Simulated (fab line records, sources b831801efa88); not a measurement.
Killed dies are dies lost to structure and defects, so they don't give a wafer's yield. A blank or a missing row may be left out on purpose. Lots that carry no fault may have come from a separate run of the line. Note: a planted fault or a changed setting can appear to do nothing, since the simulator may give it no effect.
Problem report, 8D (eight disciplines) form, completed by code	flow gf180mcu	the parts of the form that need people (team, actions taken, sign-off) are left out

## 1. WHAT WENT WRONG
STI_CVD_03_THK at GF_STI_THK_MEAS_04 reads a mean of 192.7 nm on 3 wafers of 1 lot; wafers without a fault read 207.9 nm with a standard deviation of 2.7. Relative to the usual mean, that is a shift of -5.6 standard deviations.
First seen on wafer L934.1, day 2 20:51, on filmMetro-02. The record has a number at this step for 36 wafers belonging to 12 lots. Rule for "out" (also "out of limits"): further than 4 standard deviations from the usual mean. Any other wafer with a number is counted as sound.

## 2. WHAT THIS IS AND IS NOT
question	is	is not
which readings at this step	STI_CVD_03_THK	-
which lots	L934	L928, L929, L930, L931, L939, L944, L946, L948, L949, L950, L951
which wafers of those lots	all that have a number	-
read on which gauges	filmMetro-02	filmMetro-03, filmMetro-04
when	from day 2 20:51	up to then (12 sound wafers); but 21 sound wafers of L939, L944, L946, L948, L949, L950, L951 came after

## 3. SUSPECTS, AND WHAT RULES EACH OUT
Counting: any tool at a process step up to the reading is kept as a suspect provided that every lot that is out went through it and no sound lot did after the first of them.
- ruled out: the gauge at GF_STI_THK_MEAS_04. All the wafers that are out were read on filmMetro-02, but those of them that GF_STI_ETCH_13 has rows for are out there too, on other tools.
- lpcvd-02 at GF_STI_CVD_03 (deposits Si3N4 from DCS/NH3, target thk 207.16 nm, time 3551 s): ruled out as a lasting fault. The sound lots L950, L951 went through it after L934, its earliest lot that is out (day 2 18:52).
Left after counting: nothing in the record.

## 4. THE CAUSE (what the simulator had put in)
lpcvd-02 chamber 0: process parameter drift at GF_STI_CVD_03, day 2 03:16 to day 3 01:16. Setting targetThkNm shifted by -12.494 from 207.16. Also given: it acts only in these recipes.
The count ruled it out by mistake, since the rule takes a fault to strike every lot its tool runs from the start of the fault on, and this one did not do so.

## 5. SEQUENCE OF EFFECTS, ordered by route
Each row: a reading whose mean over the struck wafers that have a number lies more than 3 standard deviations from the usual. Only readings for which the record gives a usual standard deviation are gone through. hours: the time from each lot's start at the first step in this table that gives one to its start at this step, as a median over the lots. sigmas: the change in usual standard deviations.
hours	step	reading	usual	on struck wafers	change	sigmas
0	GF_STI_THK_MEAS_04	STI_CVD_03_THK	207.9 nm	192.7	-15.2	-5.6
13	GF_STI_ETCH_13	oesProductAu	0.834 a.u.	0.798	-0.036	-4.8
Its process steps:
- GF_STI_ETCH_13: etches the open film in CHF3/O2, stops on Si, target depth 282.31 nm, time 112.9 s.
Later measuring or inspecting steps at which every struck wafer that the step has a row for has a number for every such reading, and none has moved that far: GF_SAB_CD_MEAS_09, GF_CONTACT_OVL_MEAS_15.

## 6. WHAT WOULD HAVE CAUGHT IT SOONER
18 hours passed between the start of the fault at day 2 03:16 and the first reading out of limits at a measuring or inspecting step in this record, taken at day 2 20:51.
No tool reading at GF_STI_CVD_03 that has a usual standard deviation in the record was out on any struck wafer, so an alarm limit of 4 standard deviations on those readings would not have fired.
